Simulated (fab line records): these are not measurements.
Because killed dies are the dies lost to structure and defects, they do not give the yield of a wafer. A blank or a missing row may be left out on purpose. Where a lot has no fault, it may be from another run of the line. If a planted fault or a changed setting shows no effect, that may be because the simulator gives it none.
Which tool is to blame? ; flow sky130 ; 13 lots with 37 wafers sampled at 5 steps, on a route of 708 steps

== WHAT THE GAUGES READ, wafer by wafer ==
SKY_VT_ADJUST_LVTN_TW_MEAS_21.
lot;measured;on;VT_ADJUST_LVTN_2_TW
L844;day 8 00:20;film-metro-04;188.2 187.6 188.2
L846;day 8 11:28;film-metro-01;185.9 186.0 186.8
L845;day 8 13:44;film-metro-03;189.5 189.5 189.4
L847;day 8 21:37;film-metro-04;188.2 186.9 187.5
L848;day 9 05:16;film-metro-03;190.6 188.7 188.3
L849;day 9 09:44;film-metro-01;185.1 187.2 186.4
L850;day 9 15:08;film-metro-01;187.2 185.7 186.9
L858;day 12 01:26;film-metro-03;188.6 190.2
L859;day 12 09:23;film-metro-01;187.0 186.4
L863;day 13 09:01;film-metro-03;189.5 188.7 187.8
L865;day 14 01:52;film-metro-01;185.2 185.1 185.4
L866;day 14 06:38;film-metro-04;187.4 188.5 188.2
L867;day 14 13:54;film-metro-04;187.7 187.9 187.7

SKY_VT_ADJUST_NCORE_OVL_MEAS_08.
lot;measured;on;VT_ADJUST_NCORE_OVL (nm)
L844;day 8 21:44;overlay-02;-0.9 -2.3 -1.3
L846;day 9 09:35;overlay-01;1.0 1.1 0.8
L845;day 9 11:20;overlay-02;-2.6 -2.0 -1.3
L847;day 9 19:47;overlay-01;-0.4 1.1 0.3
L848;day 10 03:32;overlay-02;-0.1 -1.9 -0.8
L849;day 10 08:29;overlay-02;1.5 0.7 -0.1
L850;day 10 14:26;overlay-02;-1.5 -1.3 -0.7
L858;day 13 02:05;overlay-02;1.4 0.4
L859;day 13 10:41;overlay-01;2.2 -0.3
L863;day 14 09:35;overlay-02;0.9 -0.2 0.9
L865;day 15 04:41;overlay-02;-0.4 0.9 0.2
L866;day 15 08:58;overlay-01;-0.1 -0.6 0.7
L867;day 15 17:44;overlay-01;1.3 1.2 0.8

SKY_SONOS_TUNNEL_CD_MEAS_07: target cd 410 nm.
lot;measured;on;cd-nm (nm)
L844;day 11 20:32;cd-sem-01;408.9 409.3 410.3
L846;day 12 08:29;cd-sem-02;405.0 405.5 405.8
L845;day 12 10:10;cd-sem-02;409.8 410.6 410.7
L847;day 12 19:15;cd-sem-02;406.8 407.8 405.3
L848;day 13 04:25;cd-sem-02;411.2 411.5 409.8
L849;day 13 10:55;cd-sem-02;406.1 407.3 409.4
L850;day 13 16:04;cd-sem-01;410.0 412.9 409.0
L858;day 16 11:38;cd-sem-02;433.2 410.5
L859;day 16 19:27;cd-sem-02;429.2 409.6
L863;day 17 23:38;cd-sem-01;410.0 409.9 408.3
L865;day 18 20:17;cd-sem-01;411.0 414.9 412.4
L866;day 19 01:59;cd-sem-01;407.3 411.3 408.1
L867;day 19 09:46;cd-sem-01;408.5 411.2 410.5

SKY_SONOS_ONO_THK_MEAS_01.
lot;measured;on;SONOS_ONO_OXIDATION_THK (nm)
L844;day 12 01:06;film-metro-02;2.67 2.76 2.72
L846;day 12 11:19;film-metro-04;2.72 2.70 2.69
L845;day 12 12:40;film-metro-04;2.62 2.70 2.66
L847;day 12 23:43;film-metro-04;2.65 2.54 2.60
L848;day 13 07:53;film-metro-04;2.48 2.54 2.49
L849;day 13 14:44;film-metro-04;2.68 2.72 2.73
L850;day 13 19:55;film-metro-03;2.71 2.66 2.67
L858;day 16 13:38;film-metro-04;2.54 2.69
L859;day 16 22:02;film-metro-03;2.61 2.60
L863;day 18 01:38;film-metro-04;2.58 2.60 2.62
L865;day 19 00:17;film-metro-02;2.61 2.64 2.55
L866;day 19 05:37;film-metro-03;2.63 2.63 2.60
L867;day 19 12:01;film-metro-02;2.65 2.65 2.68

== WHICH TOOL RAN EACH LOT (tool, then ch and the chambers of the sampled wafers, then the start) ==
lot;SKY_SONOS_TUNNEL_DEVELOP_06
L844;litho-track-04 ch 0, day 11 20:23
L846;litho-track-03 ch 0, day 12 08:20
L845;litho-track-04 ch 0, day 12 09:58
L847;litho-track-02 ch 0, day 12 19:07
L848;litho-track-04 ch 0, day 13 04:16
L849;litho-track-02 ch 0, day 13 10:46
L850;litho-track-04 ch 0, day 13 15:55
L858;litho-track-03 ch 0, day 16 11:29
L859;litho-track-03 ch 0, day 16 19:08
L863;litho-track-02 ch 0, day 17 23:29
L865;litho-track-02 ch 0, day 18 20:08
L866;litho-track-04 ch 0, day 19 01:50
L867;litho-track-02 ch 0, day 19 09:37
- SKY_SONOS_TUNNEL_DEVELOP_06: develop time 60 s.

== WHAT THE TOOLS THEMSELVES READ (means of the sampled wafers that have a number; where no wafer has one, the mark that the record gives instead) ==
The record holds no such reading with a usual standard deviation.

== THE ANSWER, worked out from the rows above alone ==
Rule: the lots themselves supply what counts as usual. Put in order of their means at a reading, lots are off if they are a third of the lots or fewer, leave a main group of 4 or more, and stand apart from it by a gap of 3 or more times the standard deviation of the main group's means; of several such gaps the widest counts. Not used: any main group whose means are identical at the precision the tables above print for the reading. A lot without any number at a reading at which 4 lots or more have one is off too. The other lots that the step has rows for count as sound. Order of review: gauges by route order, followed by the tools' own readings, for which a lot's mean as printed above is used. The first step at which some lot is off is used, and at that step the reading that is off furthest; a lot without a number counts as furthest.
Off: L858, L859, at SKY_SONOS_TUNNEL_CD_MEAS_07 (cd-nm). Mean 409.3 nm and standard deviation 2 in the main group.
If a tool, at a process step before that reading, ran all the lots that are off and no sound lot after the first of them, it fits. Gauges at SKY_SONOS_TUNNEL_CD_MEAS_07: tried the same way as those tools. This does not decide it: 2 tools fit, namely litho-track-03 at SKY_SONOS_TUNNEL_DEVELOP_06 and cd-sem-02 at SKY_SONOS_TUNNEL_CD_MEAS_07.

== WHAT THE SIMULATOR HAD INSERTED ==
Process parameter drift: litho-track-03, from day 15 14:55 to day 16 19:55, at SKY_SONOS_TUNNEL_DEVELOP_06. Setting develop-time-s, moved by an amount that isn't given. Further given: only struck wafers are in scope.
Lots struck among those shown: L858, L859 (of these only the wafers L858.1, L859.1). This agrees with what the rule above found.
